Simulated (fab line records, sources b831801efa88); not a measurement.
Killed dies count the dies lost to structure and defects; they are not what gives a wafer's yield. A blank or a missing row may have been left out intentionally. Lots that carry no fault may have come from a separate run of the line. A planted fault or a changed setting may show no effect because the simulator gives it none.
2 desks, one fault ; flow gf180mcu ; only its own numbers are on each desk; what lay behind them is given at the end

== FROM THE METROLOGY DESK ==
Lot by lot, what the gauges showed, no matter which tool ran the lot: averages of those sampled wafers that carry a number. A lot is out of limits, marked OUT, if its mean lies more than 4 standard deviations from the usual mean; the brackets give that distance.
Columns: A = HV_LDD_TW at GF_HV_LDD_TW_MEAS_11, usual 2411; B = cd-nm at GF_CONTACT_CD_MEAS_14, usual 220.2 nm; C = M1_ALCU_RS at GF_M1_RS_MEAS_05, usual 0.0695 ohm/sq
lot;first seen here;A;B;C
L219;day 9 23:53;2393;218.1;0.0691
L220;day 10 04:13;2390;221.4;0.0704
L221;day 10 15:40;2445;217.8;0.0707
L222;day 10 22:45;2438;220.6;0.0688
L223;day 11 05:03;2425;220.1;0.0693
L225;day 11 23:01;2351;221.3;0.0693
L228;day 12 21:27;2425;221.3;0.0700
L229;day 13 07:29;2376;237.4 (+12) OUT;0.0692
L232;day 14 09:29;2438;236.5 (+12) OUT;0.0700
L237;day 15 19:34;2391;219.1;0.0694
L239;day 16 07:26;2389;221.1;0.0695
L241;day 16 23:48;2381;219.9;0.0693
L242;day 17 07:31;2421;222.4;0.0692
This desk finds L229, L232 out of limits, L229 being first, at day 20 01:35 (cd-nm at GF_CONTACT_CD_MEAS_14). L219, L220, L221, L222, L223, L225, L228, L237, L239, L241, L242: within limits.

== DESK OF THE TOOL OWNER: krf-scanner-01 ==
The tool's own readings at GF_CONTACT_EXPOSE_11 (exposes mask Contact, target cd 220 nm): means of the sampled wafers that have a number, for each lot that ran on this tool. A lot is out of limits, marked OUT, if its mean lies more than 4 standard deviations from the usual mean; the brackets give that distance.
Columns: A = exposure-dose-mJ-cm2 at GF_CONTACT_EXPOSE_11, usual 38.00
lot;first seen here;A
L221;day 16 02:55;37.99
L222;day 16 13:02;38.01
L223;day 16 20:43;38.00
L225;day 17 17:19;38.01
L229;day 19 13:35;42.66 (+99 or more) OUT
L232;day 20 19:59;41.68 (+94) OUT
This desk finds L229, L232 out of limits, L229 being first, at day 19 13:35 (exposure-dose-mJ-cm2 at GF_CONTACT_EXPOSE_11). L221, L222, L223, L225: within limits.

== BROUGHT TOGETHER ==
An alarm could have come from the tool owner's desk at day 19 13:35, on L229, L232.
On L229, L232, the metrology desk was in a position to raise an alarm at day 20 01:35.
All the named lots went through GF_CONTACT_EXPOSE_11 on krf-scanner-01.

== WHAT WAS PUT IN BY THE SIMULATOR ==
Drift in process parameters on krf-scanner-01 at GF_CONTACT_EXPOSE_11, starting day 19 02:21. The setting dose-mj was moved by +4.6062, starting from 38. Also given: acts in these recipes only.
Lots struck among those shown: L229, L232.
Fault start to first reading out of limits, in hours, per desk: tool owner, 11; metrology, 23.
